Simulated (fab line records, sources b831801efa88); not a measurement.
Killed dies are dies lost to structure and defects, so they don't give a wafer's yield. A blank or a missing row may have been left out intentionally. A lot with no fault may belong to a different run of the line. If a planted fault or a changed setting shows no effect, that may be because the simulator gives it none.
A lot that was struck, set against a sound lot | flow gf180mcu | 30 steps out of a route of 602
Sound: these wafers, L402.1, L402.2, L402.3. The struck wafers were L398.1, L398.4, L398.5. The cause is named last.
Order at every step that has rows: each side's tool, ch and its chambers, its first start. Under that, the readings that differ: sound wafers | struck wafers | difference of the means | sigmas: that difference in standard deviations of wafers without a fault.
alike: a reading whose means differ by less than 2 such deviations, as well as words and numbers matching on both sides. not compared: withheld readings; readings where some wafer has no value; bounds like >300 that might hide an equal value; numbers whose values overlap and for which the record gives no deviation.
Wherever a step has rows on one side only, a row that says differs or no value, or a row with sigmas, the two part there. Numbers that don't overlap but have no deviation are shown without sigmas and don't part them. Lack of a reading on every wafer of one side parts them only where that side has two or more wafers.

GF_HV_LDD_THK_MEAS_57:
  sound on film-metro-03, day 18 10:55; struck on film-metro-02, day 17 00:26
  alike: HV_LDD_CVD_56_THK
GF_HV_LDD_ETCHBACK_58: etches Si3N4 in CH3F/O2, stops on SiO2, time 100 s, target depth 90 nm.
  sound on rie-diel-02 ch 0,1,3, day 18 10:58; struck on rie-diel-04 ch 0,1, day 17 00:29
  alike: bias-w, ch3f-flow-sccm, drypump-motor-current-A, oes-product-au, throttle-valve-pct
  not compared: rf-hours-counter-h
then, 7 steps without rows for these wafers: GF_NSD_DEHYDRATE_00 (time 60 s); GF_NSD_HMDS_01 (prime time 60 s); GF_NSD_COAT_02 (resist thk 1000 nm); GF_NSD_SOFTBAKE_03 (time 60 s); GF_NSD_EXPOSE_04 (exposes mask Nplus, target cd 400 nm); GF_NSD_PEB_05; GF_NSD_DEVELOP_06 (develop time 60 s).
GF_NSD_CD_MEAS_07: target cd 400 nm.
  sound on cd-sem-01, day 19 10:36; struck on cd-sem-02, day 17 23:39
  alike: cd-nm
GF_NSD_OVL_MEAS_08:
  sound on overlay-02, day 19 10:43; struck on overlay-02, day 17 23:46
  alike: NSD_OVL
then, 1 step without rows for these wafers: GF_NSD_IMPLANT_09.
GF_NSD_IMPLANT_10:
  sound on implanter-02 ch 0, day 19 10:55; struck on implanter-01, day 17 23:58
  no value came back on the struck wafers for beam-energy-keV, beam-on-s (s), dose-ions-cm2; on the sound wafers beam-energy-keV reads 39.980 40.005 40.007
GF_NSD_STRIP_11: strips in O2/N2.
  sound on plasma-asher-02 ch 0,1, day 19 11:04; struck on plasma-asher-01 ch 0,1, day 18 00:07
  reading                      | sound             | struck            | difference | sigmas
  strip-time-to-endpoint-s (s) | 22.96 22.95 23.02 | 22.40 22.37 22.42 | -0.58      | -17
  alike: drypump-motor-current-A, heater-power-w, oes-product-au
  not compared: rf-hours-counter-h
GF_NSD_TW_MEAS_12:
  sound on film-metro-04, day 19 11:10; struck on film-metro-02, day 18 00:13
  reading | sound          | struck         | difference | sigmas
  NSD_TW  | 4315 4315 4329 | 4212 4228 4232 | -96        | -3
then, 7 steps without rows for these wafers: GF_PSD_DEHYDRATE_00 (time 60 s); GF_PSD_HMDS_01 (prime time 60 s); GF_PSD_COAT_02 (resist thk 1000 nm); GF_PSD_SOFTBAKE_03 (time 60 s); GF_PSD_EXPOSE_04 (exposes mask Pplus, target cd 400 nm); GF_PSD_PEB_05; GF_PSD_DEVELOP_06 (develop time 60 s).
GF_PSD_CD_MEAS_07: target cd 400 nm.
  sound on cd-sem-02, day 20 11:25; struck on cd-sem-01, day 18 23:28
  alike: cd-nm
GF_PSD_OVL_MEAS_08:
  sound on overlay-02, day 20 11:32; struck on overlay-01, day 18 23:35
  alike: PSD_OVL
then, 1 step without rows for these wafers: GF_PSD_IMPLANT_09.
GF_PSD_STRIP_10: strips in O2/N2.
  sound on plasma-asher-04 ch 0,1, day 20 11:44; struck on plasma-asher-01 ch 0,1, day 18 23:46
  alike: drypump-motor-current-A, heater-power-w, oes-product-au, strip-time-to-endpoint-s
  not compared: rf-hours-counter-h
GF_PSD_TW_MEAS_11:
  sound on film-metro-04, day 20 11:50; struck on film-metro-04, day 18 23:52
  alike: PSD_TW
then, 1 step without rows for these wafers: GF_PSD_CLEAN_12 (cleans in SC1/SC2, time 150 s).
GF_PSD_RTA_13: time 20 s.
  sound on rtp-anneal-01 ch 0, day 20 11:56; struck on rtp-anneal-02 ch 0, day 18 23:59
  reading            | sound          | struck         | difference | sigmas
  lamp-power-pct (%) | 30.9 30.9 30.8 | 35.5 35.5 35.5 | +4.6       | +2
  alike: chamber-o2-ppm, wafer_temp_C_max
GF_PSD_RS_MEAS_14: a four-point-probe measurement.
  sound on film-metro-01, day 20 12:01; struck on film-metro-04, day 19 00:04
  reading         | sound             | struck            | difference | sigmas
  NSD_RS (ohm/sq) | 46.22 46.13 46.13 | 53.23 53.20 53.06 | +7.00      | +64

== WHERE THEY PART ==
At GF_NSD_IMPLANT_10 first; at GF_PSD_RS_MEAS_14 last (within this record only).

WHY: what had been put in by the simulator
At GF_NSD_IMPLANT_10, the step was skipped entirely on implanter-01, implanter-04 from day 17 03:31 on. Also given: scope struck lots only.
